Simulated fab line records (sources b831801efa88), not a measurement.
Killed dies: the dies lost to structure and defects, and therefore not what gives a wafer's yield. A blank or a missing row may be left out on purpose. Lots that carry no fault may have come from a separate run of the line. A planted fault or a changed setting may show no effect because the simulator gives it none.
What tool caused it? ; flow sky130 ; 36 wafers from 12 lots sampled at 3 of the route's 708 steps

WHAT THE GAUGES SHOWED, per wafer
SKY_PWDE_OVL_MEAS_07. Usual: for PWDE_OVL the level is 1.3 nm and the standard deviation is 1.
lot;measured;on;PWDE_OVL (nm);flag
L864;day 3 16:14;overlay-01;1.7 1.2 0.8;
L867;day 4 10:37;overlay-02;0.7 1.0 -0.2;
L870;day 5 03:29;overlay-01;3.1 2.5 2.8;
L871;day 5 11:49;overlay-02;-0.7 0.3 0.7;
L872;day 5 16:56;overlay-01;1.1 0.6 1.2;
L873;day 6 00:53;overlay-02;-0.1 1.0 -0.8;
L874;day 6 03:40;overlay-01;1.4 2.5 2.7;
L878;day 7 02:16;overlay-02;-0.7 0.5 0.7;
L883;day 8 06:36;overlay-02;0.8 1.7 0.8;
L884;day 8 10:33;overlay-02;3.5 0.4 1.5;
L886;day 8 22:34;overlay-01;1.0 1.5 1.3;
L887;day 9 02:15;overlay-02;2.7 1.2 2.3;

SKY_VT_ADJUST_HVTP_CD_MEAS_07: the cd target is 380 nm. Usual: cd nm at 379 nm, with a standard deviation of 3.1.
lot;measured;on;cd nm (nm);flag
L864;day 5 20:53;cd sem-01;380 378 379;
L867;day 6 18:22;cd sem-01;378 380 377;
L870;day 7 13:37;cd sem-02;378 380 379;
L871;day 7 22:44;cd sem-01;379 377 379;
L872;day 8 05:11;cd sem-01;379 379 376;
L873;day 8 14:29;cd sem-02;378 378 377;
L874;day 8 15:37;cd sem-02;380 380 382;
L878;day 9 16:29;cd sem-01;377 376 379;
L883;day 10 23:55;cd sem-02;383 385 385;
L884;day 11 05:49;cd sem-01;378 376 377;
L886;day 11 18:17;cd sem-01;380 379 380;
L887;day 11 22:22;cd sem-02;374 375 374;

WHICH TOOL RAN EACH LOT (tool, then ch and the chambers of the sampled wafers, then the start)
lot;SKY_PWDE_STRIP_09
L864;plasma asher-03 ch 0, day 3 16:25
L867;plasma asher-03 ch 0,1, day 4 10:49
L870;plasma asher-02 ch 0,1, day 5 03:40
L871;plasma asher-02 ch 0,1, day 5 11:59
L872;plasma asher-03 ch 0,1, day 5 17:07
L873;plasma asher-03 ch 0, day 6 01:05
L874;plasma asher-04 ch 0,1, day 6 03:52
L878;plasma asher-02 ch 0,1, day 7 02:28
L883;plasma asher-02 ch 0,1, day 8 06:47
L884;plasma asher-02 ch 0,1, day 8 10:44
L886;plasma asher-02 ch 0,1, day 8 22:46
L887;plasma asher-02 ch 0,1, day 9 02:26
- SKY_PWDE_STRIP_09: strips in O2/N2.

WHAT THE TOOLS THEMSELVES READ (means of the sampled wafers that have a number; where no wafer has one, the mark that the record gives instead)
SKY_PWDE_STRIP_09. Usual: drypump motor current A 5.8 A, standard deviation 0.45; oes product au 0.723 a.u., standard deviation 0.0046; strip time to endpoint s 36.58 s, standard deviation 0.098.
lot;tool;drypump motor current A (A);oes product au (a.u.);strip time to endpoint s (s);flag
L864;plasma asher-03;6.4;0.723;36.66;
L867;plasma asher-03;6.0;0.721;36.57;
L870;plasma asher-02;5.6;0.723;36.59;
L871;plasma asher-02;5.6;0.723;36.56;
L872;plasma asher-03;5.7;0.722;36.59;
L873;plasma asher-03;6.4;0.724;36.46;
L874;plasma asher-04;6.5;0.727;36.70;
L878;plasma asher-02;5.5;0.721;36.54;
L883;plasma asher-02;5.6;0.721;36.56;
L884;plasma asher-02;5.5;0.722;36.69;
L886;plasma asher-02;5.5;0.722;36.65;
L887;plasma asher-02;5.6;0.727;36.72;

THE ANSWER, worked out from the rows above alone
Rule: a lot is off if the mean of its wafers that have a number lies more than 3 standard deviations from the usual mean. Also off: a lot with no number at a reading for which 4 or more lots have one. All remaining lots with rows at the step are treated as sound. After the gauges, taken in route order, come the tools' own readings; for these a lot's mean is taken, as printed above. At the first step where some lot is off, the reading lying furthest off is the one used; lots without a number count as furthest.
Nothing can be told from this: no lot is off at any reading shown.

WHAT WAS PUT IN BY THE SIMULATOR
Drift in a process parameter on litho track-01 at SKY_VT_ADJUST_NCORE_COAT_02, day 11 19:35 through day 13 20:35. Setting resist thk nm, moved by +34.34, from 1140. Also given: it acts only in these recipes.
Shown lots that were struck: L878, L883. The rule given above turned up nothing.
